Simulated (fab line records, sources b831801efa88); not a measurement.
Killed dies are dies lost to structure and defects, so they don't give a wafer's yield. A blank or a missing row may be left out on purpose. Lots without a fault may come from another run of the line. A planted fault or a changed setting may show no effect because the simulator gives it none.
Split-lot experiment | flow sfq_line | 5 lots, 23 wafers read, on a route of 325 steps

THE SPLIT
At SFQ_TRILAYER_I0_VIA_LITHO_PEB_034 (peb time 60 s), the setting peb_temp_c was moved away from the recipe's 115 C on 5 of the 23 wafers read, by -2.0% to +2.3%. The other wafers ran this setting at the recipe's value.

The file shows no step between the split and the reading.

THE READING
I0.cd_nm (the simulator's own value, which no gauge read), in nm, at SFQ_TRILAYER_I0_VIA_BARC_OPEN_VIA_ETCH_046 (etches BARC in O2, target depth 125 nm, time 41.7 s). The file gives no usual value for it. The 18 wafers here that ran the recipe average 500.6 nm, standard deviation 0.73 nm.

wafer  | tool, chamber at the split | peb_temp_c as run, C | against the recipe | I0.cd_nm, nm | against lot-mates on the recipe
L074.1 | litho_track-04, 0          | 115                  | recipe             | 499.8        | -
L074.3 | litho_track-04, 0          | 117.6                | +2.3%              | 543.2        | +42.9
L074.4 | litho_track-04, 0          | 117.6                | +2.3%              | 543.6        | +43.3
L074.5 | litho_track-04, 0          | 117.6                | +2.3%              | 543          | +42.7
L074.6 | litho_track-04, 0          | 115                  | recipe             | 500.8        | -
L076.1 | litho_track-01, 0          | 115                  | recipe             | 502.1        | -
L076.3 | litho_track-01, 0          | 115                  | recipe             | 500.6        | -
L076.4 | litho_track-01, 0          | 115                  | recipe             | 500.7        | -
L076.5 | litho_track-01, 0          | 115                  | recipe             | 500          | -
L076.6 | litho_track-01, 0          | 115                  | recipe             | 500.9        | -
L077.2 | litho_track-03, 0          | 115                  | recipe             | 500.4        | -
L077.3 | litho_track-03, 0          | 115                  | recipe             | 499.7        | -
L077.4 | litho_track-03, 0          | 115                  | recipe             | 500.8        | -
L077.5 | litho_track-03, 0          | 115                  | recipe             | 499.8        | -
L077.6 | litho_track-03, 0          | 115                  | recipe             | 499          | -
L083.1 | litho_track-03, 0          | 115                  | recipe             | 500.3        | -
L083.2 | litho_track-03, 0          | 115                  | recipe             | 500.7        | -
L083.3 | litho_track-03, 0          | 112.7                | -2.0%              | 455.5        | -45.0
L083.4 | litho_track-03, 0          | 115                  | recipe             | 500.5        | -
L083.5 | litho_track-03, 0          | 112.7                | -2.0%              | 456.2        | -44.3
L085.2 | litho_track-01, 0          | 115                  | recipe             | 500.9        | -
L085.4 | litho_track-01, 0          | 115                  | recipe             | 501.6        | -
L085.5 | litho_track-01, 0          | 115                  | recipe             | 501.5        | -

THE FIT
A straight line over all 23 wafers: I0.cd_nm changes by +20.2 nm for each +1% of peb_temp_c; r = +1.00; the points scatter about the line by 1.7 nm.
The same after taking each lot's own level away (the mean of its wafers on the recipe; 23 wafers): +20.2 nm for each +1%; r = +1.00; scatter 1.6 nm.
On that fit, the largest move of peb_temp_c shifts the reading by 46 nm.
The lots' own levels span 499.94 to 501.33 nm, that is 1.9 times the standard deviation above.
So the lot-to-lot level changes the slope little: the two slopes agree.
Check: with one of the wafers moved furthest among these (+2.3%) left out of the fit, the line predicts +45.7 nm for it against its lot-mates. It came out at +42.9 nm against them.

OTHER SPLITS ON THESE WAFERS
These wafers also went through other splits before the reading. Each is held against what the fit with the lots' levels taken away leaves over:
other split on the same wafers               | wafers away from the commonest value | r with I0.cd_nm (lot level and that fit taken away)
SFQ_TRILAYER_L0_LITHO_PEB_008 peb_temp_c     | 7                                    | -0.39
SFQ_TRILAYER_L0_VIA_LITHO_COAT_018 spin_rpm  | 6                                    | +0.36
SFQ_TRILAYER_L0_VIA_LITHO_EXPOSE_014 dose_mj | 6                                    | +0.28
SFQ_TRILAYER_M0_DEP_SPUTTER_019 time_s       | 7                                    | +0.08
SFQ_TRILAYER_M0_LITHO_COAT_026 spin_rpm      | 8                                    | +0.00
SFQ_TRILAYER_M0_ETCH_METAL_ETCH_024 bias_w   | 11                                   | -0.10

THE FILE'S OWN FIT
I0.cd_nm changes by +20.5 nm for each +1% of peb_temp_c, r = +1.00.
